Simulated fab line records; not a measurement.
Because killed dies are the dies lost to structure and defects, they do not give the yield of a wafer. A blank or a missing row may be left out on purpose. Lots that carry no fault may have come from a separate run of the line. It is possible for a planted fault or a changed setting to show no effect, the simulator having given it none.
fab line records -- flow sky130 -- part 2 of 2: steps 30 to 40 of 40
[record] lots = 5, wafers = 15, lastDay = 50
route steps=708 shown NWELL@73 PWDE@84 VT_ADJUST_HVTP@85 VT_ADJUST_LVTN@97
lots that met no fault: taken from a fault-free run of the same line
startH: start of the lot's first displayed wafer, in hours after the record's first day -- waitH: how many hours have passed since the lot's step before this one -- " same as the row above -- L1.1+2: several wafers, shown together as one row -- - either no value or no given start -- * or withheld: withheld -- < > ~ a bound
route shown NAME@n: a module of which the file shows steps, and the number in the route of the first -- usual: mean/standard deviation taken from wafers without a fault -- same: alike in all rows -- chamber/n: place in a boat -- sites: per-site readings -- _std_site: standard deviation across them -- _edge_site: the outer-site mean with the inner-site mean subtracted -- radiusMm: how far each site lies from the wafer's centre -- mask NAME#n: copy n -- behind: the last tool/chamber to shape the wafer -- hold: cause of the lot's hold/its duration in hours/its outcome -- device: transistor that didn't switch, given as n, p or np -- end of line: the route-end tests of the same wafers -- for a step that has no rows: nothing shown but its recipe -- killed: count of dies lost to structure and defects at first sort (not the wafer's yield) -- map: dies across one wafer; x = killed, . = not, _ = none there
set.NAME: the setting as run; set.NAME@STEP: as run at that earlier step -- model.NAME: the simulator's own value behind a step, which no gauge read
lots at some steps of the route; a table a step, a row a wafer
services: from which hour (startH, from the record's first day; less than 0 if before it) a tool's chamber was out of use, for how many hours, and why
[[steps]]
[step SKY_VT_ADJUST_LVTN_DEVELOP_06]
[recipe] wallAngleDeg = 90, developer = TMAH, developTimeS = 60, devTempC = 23
[usual] developerTempC = 23.01/0.09
[same] developTimeS = 60
lot.wafer,tool,chamber,startH,waitH,developerTempC
L075.2,lithoTrack-01,0,-,-,23.02
L075.4,lithoTrack-01,0,-,-,23.00
L075.6,lithoTrack-01,0,-,-,22.90
L081.2,lithoTrack-01,0,-,-,22.93
L081.4,lithoTrack-01,0,-,-,22.90
L081.6,lithoTrack-01,0,-,-,22.88
L084.3,lithoTrack-04,0,-,-,23.00
L084.5,lithoTrack-04,0,-,-,22.97
L084.6,lithoTrack-04,0,-,-,22.85
L089.2,lithoTrack-03,0,-,-,22.98
L089.5,lithoTrack-03,0,-,-,23.09
L089.6,lithoTrack-03,0,-,-,22.93
L095.1,lithoTrack-04,0,-,-,23.03
L095.5,lithoTrack-04,0,-,-,23.04
L095.6,lithoTrack-04,0,-,-,23.21
[step SKY_VT_ADJUST_LVTN_OVL_MEAS_07]
[usual] VT_ADJUST_LVTN_OVL = -0.4/1.3
lot.wafer,tool,chamber,startH,waitH,VT_ADJUST_LVTN_OVL[nm]
L075.2,overlay-01,-,141.68,-,-1.8
L075.4,overlay-01,-,141.68,-,2.0
L075.6,overlay-01,-,141.68,-,-1.6
L081.2,overlay-01,-,186.83,-,-0.6
L081.4,overlay-01,-,186.83,-,1.1
L081.6,overlay-01,-,186.83,-,0.1
L084.3,overlay-02,-,217.05,-,-0.8
L084.5,overlay-02,-,217.05,-,-1.5
L084.6,overlay-02,-,217.05,-,0.5
L089.2,overlay-02,-,238.33,-,-1.4
L089.5,overlay-02,-,238.33,-,-0.4
L089.6,overlay-02,-,238.33,-,-0.9
L095.1,overlay-01,-,281.24,-,-2.6
L095.5,overlay-01,-,281.24,-,-0.2
L095.6,overlay-01,-,281.24,-,-0.6
[step SKY_VT_ADJUST_LVTN_IMPLANT_08]
[recipe] species = B, energyKev = 30, doseCm2 = 1.57e+12, tiltDeg = withheld
lot.wafer,tool,chamber,startH,waitH
L075.2+4+6,implanter-04,0,141.74,0.0
L081.2+4+6,implanter-04,0,186.89,0.0
L084.3+5+6,implanter-02,0,217.12,0.1
L089.2+5+6,implanter-02,0,238.38,0.0
L095.1+5+6,implanter-02,0,281.27,0.0
[step SKY_VT_ADJUST_LVTN_STRIP_09]
[recipe] chemistry = O2/N2, powerW = 1400, pressureMtorr = 1500, platenTempC = withheld, o2FlowSccm = 3000, n2FlowSccm = 300, overashFraction = 0.5
[usual] drypumpMotorCurrentA = 5.8/0.55, n2FlowSccm = 300.1/0.99, oesProductAu = 0.722/0.0048, stripTimeToEndpointS = 36.92/0.1
[same] overashFraction = 0.5
lot.wafer,tool,chamber,startH,waitH,drypumpMotorCurrentA,n2FlowSccm,oesProductAu,rfHoursCounterH,stripTimeToEndpointS
L075.2,plasmaAsher-04,0,141.86,0.1,6.8,300.3,0.720,33,36.88
L075.4,plasmaAsher-04,0,141.86,0.1,6.8,301.7,0.723,-,36.92
L075.6,plasmaAsher-04,1,141.86,0.1,5.3,300.9,0.728,-,36.89
L081.2,plasmaAsher-04,1,187.01,0.1,5.3,300.5,0.730,37,36.85
L081.4,plasmaAsher-04,0,187.01,0.1,6.8,300.3,0.716,-,36.67
L081.6,plasmaAsher-04,0,187.01,0.1,6.8,302.4,0.721,-,36.74
L084.3,plasmaAsher-01,0,217.26,0.1,5.2,301.0,0.717,-,37.26
L084.5,plasmaAsher-01,0,217.26,0.1,5.2,297.8,0.725,-,37.14
L084.6,plasmaAsher-01,1,217.26,0.1,5.5,300.3,0.722,-,37.15
L089.2,plasmaAsher-01,1,238.51,0.1,5.5,299.4,0.722,55,37.08
L089.5,plasmaAsher-01,0,238.51,0.1,5.2,300.0,0.723,-,37.12
L089.6,plasmaAsher-01,1,238.51,0.1,5.5,300.0,0.705,-,37.06
L095.1,plasmaAsher-04,0,281.42,0.1,6.8,300.5,0.721,47,37.02
L095.5,plasmaAsher-04,0,281.42,0.1,6.8,298.9,0.721,-,36.99
L095.6,plasmaAsher-04,1,281.42,0.1,5.3,302.2,0.724,-,36.78
[step SKY_VT_ADJUST_LVTN_TW_MEAS_10]
[usual] VT_ADJUST_LVTN_TW = 239.3/1.8
lot.wafer,tool,chamber,startH,waitH,VT_ADJUST_LVTN_TW
L075.2,filmMetro-04,-,141.97,0.1,239.1
L075.4,filmMetro-04,-,141.97,0.1,238.3
L075.6,filmMetro-04,-,141.97,0.1,239.5
L081.2,filmMetro-02,-,187.12,0.1,240.1
L081.4,filmMetro-02,-,187.12,0.1,239.7
L081.6,filmMetro-02,-,187.12,0.1,239.3
L084.3,filmMetro-04,-,217.34,0.1,237.0
L084.5,filmMetro-04,-,217.34,0.1,237.3
L084.6,filmMetro-04,-,217.34,0.1,237.4
L089.2,filmMetro-03,-,238.62,0.1,239.0
L089.5,filmMetro-03,-,238.62,0.1,237.4
L089.6,filmMetro-03,-,238.62,0.1,238.5
L095.1,filmMetro-02,-,281.52,0.1,244.5
L095.5,filmMetro-02,-,281.52,0.1,243.4
L095.6,filmMetro-02,-,281.52,0.1,243.6
[step SKY_VT_ADJUST_LVTN_DEHYDRATE_11]
[recipe] tempC = 200, timeS = 60
lot.wafer,tool,chamber,startH,waitH
L075.2+4+6,lithoTrack-04,0,150.96,9.0
L081.2+4+6,lithoTrack-03,0,197.80,10.7
L084.3+5+6,lithoTrack-01,0,229.03,11.7
L089.2+5+6,lithoTrack-04,0,250.46,11.8
L095.1+5+6,lithoTrack-01,0,293.12,11.6
[step SKY_VT_ADJUST_LVTN_HMDS_12]
[recipe] primeTimeS = 60, primeTempC = 120
lot.wafer,tool,chamber,startH,waitH
L075.2+4+6,lithoTrack-04,0,151.11,0.1
L081.2+4+6,lithoTrack-03,0,197.95,0.1
L084.3+5+6,lithoTrack-01,0,229.18,0.1
L089.2+5+6,lithoTrack-04,0,250.61,0.1
L095.1+5+6,lithoTrack-01,0,293.27,0.1
[step SKY_VT_ADJUST_LVTN_COAT_13]
[recipe] resist = NOVOLAK, spinRpm = 3000, resistThkNm = 1140
lot.wafer,tool,chamber,startH,waitH
L075.2+4+6,lithoTrack-04,0,151.26,0.1
L081.2+4+6,lithoTrack-03,0,198.10,0.1
L084.3+5+6,lithoTrack-01,0,229.33,0.1
L089.2+5+6,lithoTrack-04,0,250.76,0.1
L095.1+5+6,lithoTrack-01,0,293.42,0.1
[step SKY_VT_ADJUST_LVTN_SOFTBAKE_14]
[recipe] tempC = 90, timeS = 60, resist = NOVOLAK
lot.wafer,tool,chamber,startH,waitH
L075.2+4+6,lithoTrack-04,0,151.41,0.1
L081.2+4+6,lithoTrack-03,0,198.25,0.1
L084.3+5+6,lithoTrack-01,0,229.48,0.1
L089.2+5+6,lithoTrack-04,0,250.91,0.1
L095.1+5+6,lithoTrack-01,0,293.57,0.1
[step SKY_VT_ADJUST_LVTN_EXPOSE_15]
[recipe] maskId = HVN_STD_DERIVED, na = 0.6, sourceShape = conventional, sigmaOuter = 0.6, polarization = unpolarized, targetCdNm = 600, doseMj = 163
[usual] exposureDoseMJCm2 = 163.00/0.15, reticleTempC = 22.99/0.1
lot.wafer,tool,chamber,startH,waitH,mask,exposureDoseMJCm2,reticleTempC
L075.2,ilineStepper-02,0,-,-,HVN_STD_DERIVED#0,163.10,22.96
L075.4,ilineStepper-02,0,-,-,HVN_STD_DERIVED#0,162.93,23.04
L075.6,ilineStepper-02,0,-,-,HVN_STD_DERIVED#0,162.77,23.20
L081.2,ilineStepper-01,0,-,-,HVN_STD_DERIVED#0,163.00,23.02
L081.4,ilineStepper-01,0,-,-,HVN_STD_DERIVED#0,162.84,22.95
L081.6,ilineStepper-01,0,-,-,HVN_STD_DERIVED#0,162.82,22.91
L084.3,ilineStepper-02,0,-,-,HVN_STD_DERIVED#0,162.88,23.13
L084.5,ilineStepper-02,0,-,-,HVN_STD_DERIVED#0,163.04,22.94
L084.6,ilineStepper-02,0,-,-,HVN_STD_DERIVED#0,163.08,23.05
L089.2,ilineStepper-01,0,-,-,HVN_STD_DERIVED#0,163.22,22.96
L089.5,ilineStepper-01,0,-,-,HVN_STD_DERIVED#0,162.88,22.97
L089.6,ilineStepper-01,0,-,-,HVN_STD_DERIVED#0,162.99,23.02
L095.1,ilineStepper-02,0,-,-,HVN_STD_DERIVED#0,162.69,22.88
L095.5,ilineStepper-02,0,-,-,HVN_STD_DERIVED#0,162.69,23.12
L095.6,ilineStepper-02,0,-,-,HVN_STD_DERIVED#0,163.09,23.22
[step SKY_VT_ADJUST_LVTN_PEB_16]
[recipe] tempC = withheld, timeS = *, resist = NOVOLAK
lot.wafer,tool,chamber,startH,waitH
L075.2+4+6,lithoTrack-03,0,-,-
L081.2+4+6,lithoTrack-03,0,-,-
L084.3+5+6,lithoTrack-04,0,-,-
L089.2+5+6,lithoTrack-01,0,-,-
L095.1+5+6,lithoTrack-03,0,-,-
[[services]]
tool,chamber,startH,hours,kind
ilineStepper-02,0,72.27,-,calibration
ilineStepper-01,0,78.70,-,calibration
lithoTrack-01,-,83.61,-,consumableReplace:filter
implanter-03,-,88.95,2.8,pm
plasmaAsher-02,-,108.75,9.0,pm
lithoTrack-01,-,111.23,-,consumableReplace:filter
wetBench-02,-,122.37,1.9,pm
ilineStepper-01,-,157.06,1.7,pm
rtpAnneal-02,-,157.88,5.9,pm
ilineStepper-02,-,166.13,4.4,pm
plasmaAsher-01,-,174.19,0.6,repair
plasmaAsher-01,-,181.33,2.8,repair
implanter-01,-,201.98,3.2,repair
ilineStepper-02,-,202.24,2.1,pm
ilineStepper-02,-,204.32,1.7,pm
ilineStepper-01,-,209.56,0.8,repair
implanter-02,-,223.18,4.6,repair
implanter-04,-,237.66,9.4,pm
wetBench-02,-,238.67,1.8,repair
plasmaAsher-02,-,240.18,14.6,pm
implanter-03,-,240.83,5.8,repair
implanter-02,-,277.43,3.0,repair
ilineStepper-01,0,297.14,-,calibration
ilineStepper-01,-,299.23,10.9,repair
